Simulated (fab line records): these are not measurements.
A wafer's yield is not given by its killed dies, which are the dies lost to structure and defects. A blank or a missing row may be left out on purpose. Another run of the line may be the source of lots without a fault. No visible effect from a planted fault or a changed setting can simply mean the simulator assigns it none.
fab line records	flow sky130	part 2 of 2: steps 5 to 6 of 6
record: lots: 24	wafers: 72	last-day: 50
route steps=708 shown PWDE@54 SPACER@306 POLY_CUT@319 SD_P@328 CONTACT@410
lots with no fault: from the same line, run without faults
start-h: hours from the record's opening day to when the first of the lot's shown wafers began	wait-h: hours since the lot's step before	" repeats the value in the row above	L1.1+2: a single row standing in for several wafers	- no value, or no start given	* or withheld: withheld	< > ~ a bound
route shown NAME@n: names a module that has steps shown in the file, with the first one's number in the route	usual: mean and standard deviation over wafers with no fault	same: alike in all rows	chamber/n: place in a boat	sites: the reading at each site	_std_site: the values' standard deviation	_edge_site: the outer-site mean with the inner-site mean subtracted	radius-mm: for every site, how far away it sits from the centre of the wafer	mask NAME#n: copy n	behind: the tool/chamber that last shaped the wafer	hold: cause of the lot's hold/its duration in hours/its outcome	device: which transistor (n, p or np) failed to switch	end of line: the same wafers' tests at the end of the route	where a step has no rows: the recipe by itself	killed: count of dies lost to structure and defects at first sort (not the wafer's yield)	map: the dies of a wafer, with x for killed, . for not killed, _ for no die there
set.NAME: the setting as run; set.NAME@STEP: as run at that earlier step	model.NAME: the simulator's own value behind a step, which no gauge read
route steps across a sampled set of lots; one table per step, one row per wafer
services: a tool's chamber out of use, with start hour (start-h, from the record's first day; less than 0 if before it), hours out, and reason
== steps ==
step: SKY_CONTACT_CMP_04
recipe: material: SiO2	down-force-psi: 4	platen-rpm: 60	pad-velocity-m-s: 0.94248
usual: motor-current-A: 11.7/0.68	time-to-endpoint-s: 83.9/2.9
lot.wafer	tool	chamber	start-h	wait-h	motor-current-A	time-to-endpoint-s
L074.3	cmp-01	3	735.58	0.1	10.7	82.5
L074.2	"	0	"	"	12.5	82.6
L074.5	"	3	"	"	10.9	80.3
L076.3	cmp-01	3	738.73	0.2	10.7	81.5
L076.2	"	1	"	"	12.7	82.0
L076.5	"	2	"	"	11.6	81.7
L075.3	cmp-01	3	739.93	0.0	10.8	83.0
L075.2	"	0	"	"	12.2	86.4
L075.6	"	3	"	"	10.9	85.7
L077.2	cmp-01	3	740.23	0.1	11.3	83.1
L077.1	"	1	"	"	11.8	82.0
L077.5	"	3	"	"	10.9	84.2
L078.2	cmp-02	3	742.63	0.0	11.5	85.4
L078.4	"	0	"	"	12.5	88.0
L078.3	"	2	"	"	11.1	92.5
L079.2	cmp-02	3	743.71	0.5	11.1	90.6
L079.1	"	1	"	"	12.6	87.6
L079.6	"	3	"	"	11.3	87.3
L080.1	cmp-01	2	765.06	0.1	11.8	86.1
L080.3	"	3	"	"	10.9	84.0
L080.2	"	0	"	"	11.9	84.8
L081.2	cmp-01	0	765.36	0.2	12.2	79.8
L081.4	"	1	"	"	12.2	83.7
L081.3	"	3	"	"	10.6	83.6
L082.1	cmp-02	0	771.80	0.1	11.5	85.3
L082.2	"	1	"	"	13.0	83.8
L082.5	"	1	"	"	13.0	79.8
L083.4	cmp-01	1	775.08	0.0	12.1	82.5
L083.1	"	3	"	"	11.0	85.8
L083.6	"	1	"	"	11.9	87.0
L085.4	cmp-02	2	786.54	0.0	11.3	85.1
L085.2	"	3	"	"	11.8	83.1
L085.5	"	3	"	"	11.0	86.0
L084.4	cmp-01	1	788.60	0.1	11.6	83.9
L084.2	"	2	"	"	11.9	90.0
L084.5	"	3	"	"	9.9	84.1
L086.1	cmp-02	2	801.27	0.1	11.0	83.1
L086.2	"	3	"	"	11.4	81.9
L086.6	"	1	"	"	12.5	78.9
L087.2	cmp-02	0	801.86	0.1	11.8	83.3
L087.1	"	1	"	"	12.2	86.3
L087.5	"	0	"	"	12.3	85.6
L088.1	cmp-02	1	809.36	0.1	12.6	80.6
L088.3	"	2	"	"	11.0	84.8
L088.6	"	1	"	"	12.2	82.4
L089.3	cmp-01	0	817.02	0.1	12.1	82.4
L089.6	"	3	"	"	10.8	83.6
L089.5	"	0	"	"	12.3	83.6
L090.1	cmp-02	0	833.54	0.1	12.4	85.2
L090.2	"	2	"	"	11.1	88.0
L090.6	"	0	"	"	12.1	81.5
L091.4	cmp-02	1	838.43	0.0	12.6	84.4
L091.1	"	0	"	"	12.5	84.1
L091.5	"	1	"	"	12.7	83.4
L092.1	cmp-02	2	854.88	0.2	10.9	82.4
L092.5	"	3	"	"	11.0	87.8
L092.6	"	0	"	"	12.3	82.2
L093.1	cmp-01	1	855.08	0.1	11.9	78.1
L093.4	"	0	"	"	12.0	83.2
L093.6	"	2	"	"	12.1	82.9
L094.1	cmp-02	0	863.03	0.1	12.3	86.3
L094.2	"	1	"	"	12.5	82.5
L094.6	"	2	"	"	10.2	83.3
L095.3	cmp-01	1	867.17	0.1	12.2	84.4
L095.1	"	3	"	"	10.8	90.6
L095.6	"	1	"	"	12.0	87.4
L096.2	cmp-01	2	870.12	0.1	11.8	84.6
L096.1	"	3	"	"	10.5	78.4
L096.5	"	1	"	"	11.9	80.8
L097.3	cmp-02	2	882.70	0.7	11.3	82.0
L097.5	"	3	"	"	11.9	79.9
L097.6	"	0	"	"	11.8	82.2
step: SKY_CONTACT_ETCH_16
recipe: chemistry: N2/H2	target: BARC	ion-energy-ev: 200	source-w: 500	bias-w: 100	pressure-mtorr: 30	n2-flow-sccm: 100	h2-flow-sccm: 200	stop-on: SiO2	time-s: 45.9	target-depth-a: 600
usual: drypump-motor-current-A: 5.7/0.43	oes-product-au: 0.856/0.0046	rf-fwd-power-W: 495.0/2.2	throttle-valve-pct: 13.225/0.0085
lot.wafer	tool	chamber	start-h	wait-h	drypump-motor-current-A	oes-product-au	rf-fwd-power-W	rf-hours-counter-h	throttle-valve-pct
L074.2	rie-diel-04	2	763.30	0.0	6.0	0.849	494.4	6	13.229
L074.3	"	1	"	"	5.5	0.862	490.7	15	13.218
L074.5	"	1	"	"	5.5	0.848	492.4	-	13.223
L076.2	rie-diel-03	1	765.85	0.0	5.6	0.855	497.7	2	13.218
L076.3	"	3	"	"	4.9	0.857	491.1	2	13.229
L076.5	"	2	"	"	5.7	0.851	495.0	-	13.219
L075.2	rie-diel-04	2	767.56	0.0	6.0	0.853	495.5	6	13.216
L075.3	"	3	"	"	5.8	0.849	494.3	6	13.225
L075.6	"	0	"	"	6.5	0.859	494.6	-	13.228
L077.1	rie-diel-01	3	767.90	0.0	5.5	0.857	496.9	13	13.223
L077.2	"	0	"	"	5.8	0.857	490.3	20	13.238
L077.5	"	3	"	"	5.5	0.865	494.1	-	13.211
L078.2	rie-diel-03	3	769.65	0.0	5.0	0.856	492.1	3	13.211
L078.3	"	0	"	"	5.1	0.862	494.9	9	13.231
L078.4	"	2	"	"	5.7	0.857	495.3	8	13.233
L079.1	rie-diel-04	2	770.35	0.0	6.0	0.852	496.2	6	13.243
L079.2	"	1	"	"	5.6	0.855	493.5	15	13.226
L079.6	"	2	"	"	5.9	0.852	494.9	-	13.231
L080.1	rie-diel-03	2	791.62	0.0	5.7	0.857	498.5	9	13.223
L080.2	"	1	"	"	5.6	0.853	495.5	2	13.220
L080.3	"	0	"	"	5.1	0.856	496.9	10	13.232
L081.2	rie-diel-03	2	792.52	0.0	5.7	0.848	494.3	9	13.227
L081.3	"	3	"	"	4.9	0.852	494.7	3	13.225
L081.4	"	1	"	"	5.6	0.855	497.1	2	13.226
L082.1	rie-diel-04	0	798.91	0.0	6.5	0.859	496.5	12	13.227
L082.2	"	3	"	"	5.8	0.858	499.4	7	13.225
L082.5	"	0	"	"	6.5	0.856	498.3	-	13.230
L083.1	rie-diel-04	2	801.16	0.0	6.0	0.860	494.7	8	13.233
L083.4	"	3	"	"	5.7	0.854	496.1	7	13.205
L083.6	"	0	"	"	6.5	0.850	492.1	-	13.220
L085.2	rie-diel-03	3	813.10	0.0	5.0	0.858	492.7	4	13.216
L085.4	"	2	"	"	5.7	0.852	495.0	9	13.219
L085.5	"	1	"	"	5.6	0.861	497.2	-	13.241
L084.2	rie-diel-04	1	814.36	0.0	5.5	0.861	493.9	16	13.216
L084.4	"	3	"	"	5.8	0.857	493.5	8	13.208
L084.5	"	2	"	"	6.0	0.852	496.3	-	13.225
L086.1	rie-diel-04	3	827.85	0.0	5.8	0.862	496.6	8	13.233
L086.2	"	0	"	"	6.5	0.857	496.7	13	13.226
L086.6	"	2	"	"	6.0	0.857	495.7	-	13.236
L087.1	rie-diel-03	3	828.16	0.0	5.0	0.868	490.3	5	13.227
L087.2	"	0	"	"	5.1	0.856	496.2	11	13.223
L087.5	"	3	"	"	5.0	0.853	490.0	-	13.215
L088.1	rie-diel-04	0	836.05	0.0	6.5	0.854	493.6	13	13.223
L088.3	"	3	"	"	5.8	0.853	494.7	9	13.217
L088.6	"	0	"	"	6.5	0.854	495.1	-	13.213
L089.3	rie-diel-03	0	842.91	0.0	5.1	0.867	496.8	11	13.231
L089.5	"	3	"	"	5.0	0.853	490.6	-	13.218
L089.6	"	2	"	"	5.6	0.854	496.8	-	13.228
L090.1	rie-diel-04	2	860.31	0.0	5.9	0.861	495.1	9	13.210
L090.2	"	3	"	"	5.8	0.855	495.0	9	13.234
L090.6	"	2	"	"	6.0	0.862	495.9	-	13.224
L091.1	rie-diel-01	3	864.55	0.0	5.5	0.864	496.2	16	13.229
L091.4	"	0	"	"	5.8	0.853	493.0	23	13.215
L091.5	"	2	"	"	6.1	0.860	496.0	-	13.218
L092.1	rie-diel-01	0	881.40	0.0	5.8	0.854	493.6	24	13.215
L092.5	"	3	"	"	5.5	0.862	493.3	-	13.233
L092.6	"	2	"	"	6.2	0.860	496.0	-	13.232
L093.1	rie-diel-04	1	881.75	0.0	5.5	0.864	492.0	19	13.220
L093.4	"	3	"	"	5.8	0.851	494.2	10	13.230
L093.6	"	3	"	"	5.8	0.856	495.5	-	13.215
L094.1	rie-diel-03	1	888.50	0.0	5.6	0.856	498.7	5	13.214
L094.2	"	3	"	"	5.0	0.852	492.6	7	13.220
L094.6	"	0	"	"	5.1	0.857	497.5	-	13.231
L095.1	rie-diel-04	3	892.85	0.0	5.8	0.852	497.3	11	13.238
L095.3	"	0	"	"	6.5	0.864	497.1	16	13.224
L095.6	"	3	"	"	5.8	0.851	495.0	-	13.230
L096.1	rie-diel-04	1	895.11	0.0	5.5	0.860	493.8	20	13.229
L096.2	"	2	"	"	6.0	0.852	494.0	11	13.233
L096.5	"	3	"	"	5.8	0.862	495.1	-	13.212
L097.3	rie-diel-04	3	907.56	0.0	5.8	0.858	490.9	11	13.220
L097.5	"	0	"	"	6.5	0.851	498.1	-	13.217
L097.6	"	3	"	"	5.8	0.858	495.0	-	13.225
== services ==
tool	chamber	start-h	hours	kind
plasma-asher-02	-	77.68	14.6	pm
rie-diel-04	2	84.27	10.2	repair
plasma-asher-03	-	84.62	1.5	repair
plasma-asher-03	-	108.75	9.0	pm
rie-diel-03	2	164.27	1.2	repair
rie-diel-04	-	169.99	0.3	repair
rie-diel-04	-	171.16	15.6	pm
plasma-asher-02	-	257.77	0.9	repair
rie-diel-04	-	267.21	0.2	repair
rie-diel-04	2	307.04	4.3	repair
rie-diel-04	0	346.44	14.9	repair
rie-diel-04	2	355.98	10.2	repair
plasma-asher-02	-	359.50	28.1	pm
rie-diel-04	2	372.18	7.4	repair
plasma-asher-02	-	392.78	0.5	repair
plasma-asher-02	-	421.25	9.0	pm
plasma-asher-02	-	429.16	1.3	repair
rie-diel-04	2	438.07	3.8	repair
rie-diel-03	1	521.79	10.9	repair
rie-diel-03	-	604.67	2.8	pm
plasma-asher-02	-	642.93	5.8	repair
rie-diel-03	0	755.57	5.6	repair
plasma-asher-02	-	830.95	2.8	pm
rie-diel-03	3	865.36	1.8	repair
